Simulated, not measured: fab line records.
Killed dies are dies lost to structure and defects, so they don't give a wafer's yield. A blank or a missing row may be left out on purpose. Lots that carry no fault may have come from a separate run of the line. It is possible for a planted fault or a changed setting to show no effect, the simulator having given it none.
Comparing a struck lot with a sound one    flow sky130    48 out of 708 route steps
Sound: these wafers, L134.2, L134.3, L134.4. The struck wafers were L135.2, L135.4, L135.6. The cause comes at the end.
For every step that has rows: the tool of each side, followed by ch and its chambers, followed by its first start. Under that, the readings that differ: sound wafers    struck wafers    difference of the means    sigmas: that difference in standard deviations of wafers without a fault.
alike: words and numbers the same on both sides, and readings whose means are apart by under 2 such deviations; not compared: readings that were withheld, readings missing a value for some wafer, numbers with overlapping values and no deviation given by the record, and bounds like >300 which may hide the same value.
Wherever a step has rows on one side only, a row that says differs or no value, or a row with sigmas, the two part there. When numbers do not overlap yet have no deviation, they are printed without sigmas and do not part them. Lack of a reading on every wafer of one side parts them only where that side has two or more wafers.

first, 1 step without rows for these wafers: SKY_VT_ADJUST_HVTR_IMPLANT_09.
SKY_VT_ADJUST_HVTR_STRIP_10: strips in O2/N2.
  sound on plasma asher-02 ch 0,1, day 10 06:13; struck on plasma asher-04 ch 0, day 10 13:10
  alike: chamber pressure mTorr, drypump motor current A, o2 flow sccm, oes product au, strip time to endpoint s
  not compared: rf hours counter h
SKY_VT_ADJUST_HVTR_TW_MEAS_11:
  sound on film metro-04, day 10 06:20; struck on film metro-03, day 10 13:17
  alike: VT_ADJUST_HVTR_TW
then, 7 steps without rows for these wafers: SKY_VT_ADJUST_PCH_DEHYDRATE_00 (time 60 s); SKY_VT_ADJUST_PCH_HMDS_01 (prime time 60 s); SKY_VT_ADJUST_PCH_COAT_02 (resist thk 3000 nm); SKY_VT_ADJUST_PCH_SOFTBAKE_03; SKY_VT_ADJUST_PCH_EXPOSE_04 (exposes mask NWM, target cd 840 nm); SKY_VT_ADJUST_PCH_PEB_05; SKY_VT_ADJUST_PCH_DEVELOP_06 (develop time 60 s).
SKY_VT_ADJUST_PCH_OVL_MEAS_07:
  sound on overlay-01, day 11 05:32; struck on overlay-01, day 11 12:41
  alike: VT_ADJUST_PCH_OVL
following that, these wafers have no rows for 1 step: SKY_VT_ADJUST_PCH_IMPLANT_08.
SKY_VT_ADJUST_PCH_STRIP_09: strips in O2/N2.
  sound on plasma asher-01 ch 0,1, day 11 05:43; struck on plasma asher-03 ch 1, day 11 12:52
  no value came back on the struck wafers for any of 5 readings (chamber pressure mTorr (mTorr), drypump motor current A (A) and others); on the sound wafers chamber pressure mTorr (mTorr) reads 1500.2 1498.9 1499.9
reading                                          sound  struck          difference  sigmas
model.coat_of_VT_ADJUST_PCH_COAT_02.thk nm (nm)  0 0 0  3004 3010 3014  +3009       
  not compared: rf hours counter h
SKY_VT_ADJUST_PCH_TW_MEAS_10:
  sound on film metro-03, day 11 05:50; struck on film metro-03, day 11 12:59
  alike: VT_ADJUST_PCH_TW
then, 7 steps without rows for these wafers: SKY_SONOS_TUNNEL_DEHYDRATE_00 (time 60 s); SKY_SONOS_TUNNEL_HMDS_01 (prime time 60 s); SKY_SONOS_TUNNEL_COAT_02 (resist thk 1140 nm); SKY_SONOS_TUNNEL_SOFTBAKE_03 (time 60 s); SKY_SONOS_TUNNEL_EXPOSE_04 (exposes mask TUNM, target cd 410 nm); SKY_SONOS_TUNNEL_PEB_05; SKY_SONOS_TUNNEL_DEVELOP_06 (develop time 60 s).
SKY_SONOS_TUNNEL_CD_MEAS_07: the cd target is 410 nm.
  sound on cd sem-02, day 12 05:37; struck on cd sem-02, day 12 12:41
  alike: cd nm
SKY_SONOS_TUNNEL_OVL_MEAS_08:
  sound on overlay-02, day 12 05:43; struck on overlay-01, day 12 12:47
  alike: SONOS_TUNNEL_OVL
then, 2 steps without rows for these wafers: SKY_SONOS_TUNNEL_IMPLANT_09; SKY_SONOS_TUNNEL_WET_ETCH_10 (etches SiO2 in dHF, target depth 14 nm, time 280 s).
SKY_SONOS_TUNNEL_STRIP_11: strips in SPM, time 600 s.
  sound on wet bench-01 ch 1, day 12 05:59; struck on wet bench-04 ch 0, day 12 13:08
reading                                            sound  struck          difference  sigmas
model.NOVOLAK_of_SONOS_TUNNEL_COAT_02.thk nm (nm)  0 0 0  1144 1145 1140  +1143       
  alike: bath guard temp C, bath heat duty pct
SKY_SONOS_TUNNEL_TW_MEAS_12:
  sound on film metro-04, day 12 06:10; struck on film metro-01, day 12 13:20
reading          sound              struck          difference  sigmas
SONOS_TUNNEL_TW  195.1 195.4 195.9  29.9 30.1 30.1  -165.4      -69
then, 2 steps without rows for these wafers: SKY_SONOS_TUNNEL_CLEAN_13 (cleans in dHF, time 20 s); SKY_SONOS_ONO_OXIDATION_00 (stabilise 600 s, purge 300 s, target thk 2.6 nm).
SKY_SONOS_ONO_THK_MEAS_01:
  sound on film metro-01, day 12 11:17; struck on film metro-03, day 12 15:25
  alike: SONOS_ONO_OXIDATION_THK
then, 1 step without rows for these wafers: SKY_SONOS_ONO_CVD_02 (deposits Si3N4 from DCS/NH3, target thk 10.5 nm, time 180 s).
SKY_SONOS_ONO_THK_MEAS_03:
  sound on film metro-02, day 12 14:11; struck on film metro-01, day 12 17:02
  alike: SONOS_ONO_CVD_02_THK
then, 1 step without rows for these wafers: SKY_SONOS_ONO_CVD_04 (deposits SiO2 from SiH4/N2O, target thk 5.7199 nm).
SKY_SONOS_ONO_THK_MEAS_05:
  sound on film metro-02, day 12 15:30; struck on film metro-02, day 12 18:20
  alike: SONOS_ONO_CVD_04_THK
then, 7 steps without rows for these wafers: SKY_SONOS_ONO_DEHYDRATE_06 (time 60 s); SKY_SONOS_ONO_HMDS_07 (prime time 60 s); SKY_SONOS_ONO_COAT_08 (resist thk 1140 nm); SKY_SONOS_ONO_SOFTBAKE_09 (time 60 s); SKY_SONOS_ONO_EXPOSE_10 (exposes mask ONOM, target cd 410 nm); SKY_SONOS_ONO_PEB_11; SKY_SONOS_ONO_DEVELOP_12 (develop time 60 s).
SKY_SONOS_ONO_CD_MEAS_13: the cd target is 410 nm.
  sound on cd sem-01, day 13 16:47; struck on cd sem-02, day 13 19:44
  alike: cd nm
-- here the record skips 15 days between the struck wafers' starts before and after, leaving off in module SONOS_ONO and picking up in module LI_CONTACT (first step shown: number 365 of the route) --
SKY_LI_CONTACT_BOW_MEAS_03:
  sound on film metro-03, day 28 21:59; struck on film metro-03, day 29 04:16
reading              sound     struck    difference  sigmas
LI_CONTACT_BOW (um)  55 52 57  21 19 28  -32         -5
-- the record jumps here: 2 days lie between the struck wafers' starts before and after (it left off in module LI_CONTACT and takes up again in module CONTACT, whose first step shown is number 411 of the route) --
SKY_CONTACT_BOW_MEAS_05:
  sound on film metro-01, day 31 07:44; struck on film metro-01, day 31 14:19
reading           sound     struck    difference  sigmas
CONTACT_BOW (um)  81 80 82  48 47 54  -31         -5
-- the record jumps here: 2 days lie between the struck wafers' starts before and after (it left off in module CONTACT and takes up again in module VIA1, whose first step shown is number 461 of the route) --
SKY_VIA1_BOW_MEAS_03:
  sound on film metro-04, day 33 17:03; struck on film metro-04, day 34 00:16
reading        sound     struck    difference  sigmas
VIA1_BOW (um)  81 80 83  47 46 54  -32         -5
-- the record jumps here: 2 days lie between the struck wafers' starts before and after (it left off in module VIA1 and takes up again in module VIA2, whose first step shown is number 510 of the route) --
SKY_VIA2_BOW_MEAS_03:
  sound on film metro-01, day 36 02:00; struck on film metro-01, day 36 09:08
reading        sound     struck    difference  sigmas
VIA2_BOW (um)  82 81 85  51 49 57  -30         -4
-- the record jumps here: 3 days lie between the struck wafers' starts before and after (it left off in module VIA2 and takes up again in module VIA3, whose first step shown is number 576 of the route) --
SKY_VIA3_BOW_MEAS_03:
  sound on film metro-04, day 39 11:46; struck on film metro-02, day 39 18:10
reading        sound     struck    difference  sigmas
VIA3_BOW (um)  76 76 80  51 52 57  -24         -3
-- the record jumps here: 3 days lie between the struck wafers' starts before and after (it left off in module VIA3 and takes up again in module VIA4, whose first step shown is number 642 of the route) --
SKY_VIA4_BOW_MEAS_03:
  sound on film metro-02, day 42 15:06; struck on film metro-03, day 42 21:25
reading        sound     struck    difference  sigmas
VIA4_BOW (um)  82 80 84  52 51 58  -28         -3

## WHERE THEY PART
Earliest at SKY_VT_ADJUST_PCH_STRIP_09; latest, in this record, at SKY_VIA4_BOW_MEAS_03.

WHY: the cause the simulator had injected
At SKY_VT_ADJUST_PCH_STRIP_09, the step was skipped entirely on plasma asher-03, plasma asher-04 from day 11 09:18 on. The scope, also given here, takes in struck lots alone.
